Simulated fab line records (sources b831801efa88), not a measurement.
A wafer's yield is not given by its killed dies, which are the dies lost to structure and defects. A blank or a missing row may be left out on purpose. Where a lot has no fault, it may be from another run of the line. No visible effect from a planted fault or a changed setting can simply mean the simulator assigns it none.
Matching of chambers + flow gf180mcu + GF_V3_CMP_26 on cmp-02 has 4 sister chambers
The step polishes, stops on SiO2, t overpolish 15 s, target thk 0 nm. 14 wafers are shown with their chamber, then 7 later ones without.

== WAFERS WITH THEIR CHAMBER ==
| wafer  | chamber | motor current A (A) | time to endpoint s (s) | overpolish run s (s) |
|--------|---------|---------------------|------------------------|----------------------|
| L786.3 | 3       | 12.0                | 91                     | 15.007               |
| L786.4 | 1       | 12.7                | 89                     | 15.008               |
| L786.6 | 2       | 10.7                | 88                     | 14.996               |
| L789.1 | 3       | 12.3                | 89                     | 15.003               |
| L789.3 | 0       | 11.0                | 93                     | 14.987               |
| L789.4 | 1       | 12.7                | 85                     | 15.002               |
| L790.1 | 3       | 12.1                | 82                     | 14.983               |
| L790.5 | 3       | 11.6                | 82                     | 14.996               |
| L790.6 | 0       | 11.6                | 89                     | 14.995               |
| L793.3 | 0       | 11.4                | 85                     | 14.999               |
| L793.4 | 3       | 11.1                | 83                     | 14.996               |
| L793.5 | 1       | 12.4                | 78                     | 14.990               |
| L794.1 | 0       | 10.9                | 89                     | 14.993               |
| L794.2 | 1       | 12.5                | 84                     | 15.001               |

SIGNATURES (means of the wafers above)
| reading            | chamber 0 | chamber 1 | chamber 2 | chamber 3 | scatter within a chamber |
|--------------------|-----------|-----------|-----------|-----------|--------------------------|
| motor current A    | 11.225    | 12.575    | 10.700    | 11.820    | 0.361                    |
| time to endpoint s | 89.00     | 84.00     | 88.00     | 85.40     | 4.09                     |
| overpolish run s   | 14.99350  | 15.00025  | 14.99600  | 14.99700  | 0.0076                   |
Rule: a wafer lies at a distance from a chamber equal to the root of the sum of squares, over the readings, of (its reading less the chamber's mean, divided by the reading's scatter). The wafer belongs to the nearest chamber; if the next one is less than 2 further off, it can't be placed. The scatter: take each reading less its chamber's mean, square it, sum over the shown wafers, divide by the number of wafers less the number of chambers, and take the root.

== WAFERS WITHOUT THEIR CHAMBER ==
| wafer  | motor current A (A) | time to endpoint s (s) | overpolish run s (s) |
|--------|---------------------|------------------------|----------------------|
| L794.4 | 10.5                | 82                     | 15.007               |
| L798.1 | 11.4                | 87                     | 15.001               |
| L798.3 | 12.4                | 81                     | 14.991               |
| L798.5 | 11.9                | 78                     | 15.010               |
| L806.1 | 10.4                | 82                     | 14.997               |
| L806.2 | 11.6                | 80                     | 14.999               |
| L806.6 | 12.1                | 85                     | 15.004               |

== CHAMBER TAKEN BY EACH ==
| wafer  | from the rows above               | in truth |
|--------|-----------------------------------|----------|
| L794.4 | can't be placed: 2 or 0 or 3      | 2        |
| L798.1 | can't be placed: 0 or 3 or 2      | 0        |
| L798.3 | can't be placed: 1 or 3           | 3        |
| L798.5 | can't be placed: 3 or 1 or 0      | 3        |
| L806.1 | can't be placed: 2 or 0           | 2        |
| L806.2 | can't be placed: 3 or 0 or 1 or 2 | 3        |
| L806.6 | can't be placed: 3 or 1 or 0      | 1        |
Placed correctly: 0 of 7. Not placeable from these rows: 7 (in 7, the candidates include the true chamber). 0 placed wrongly.
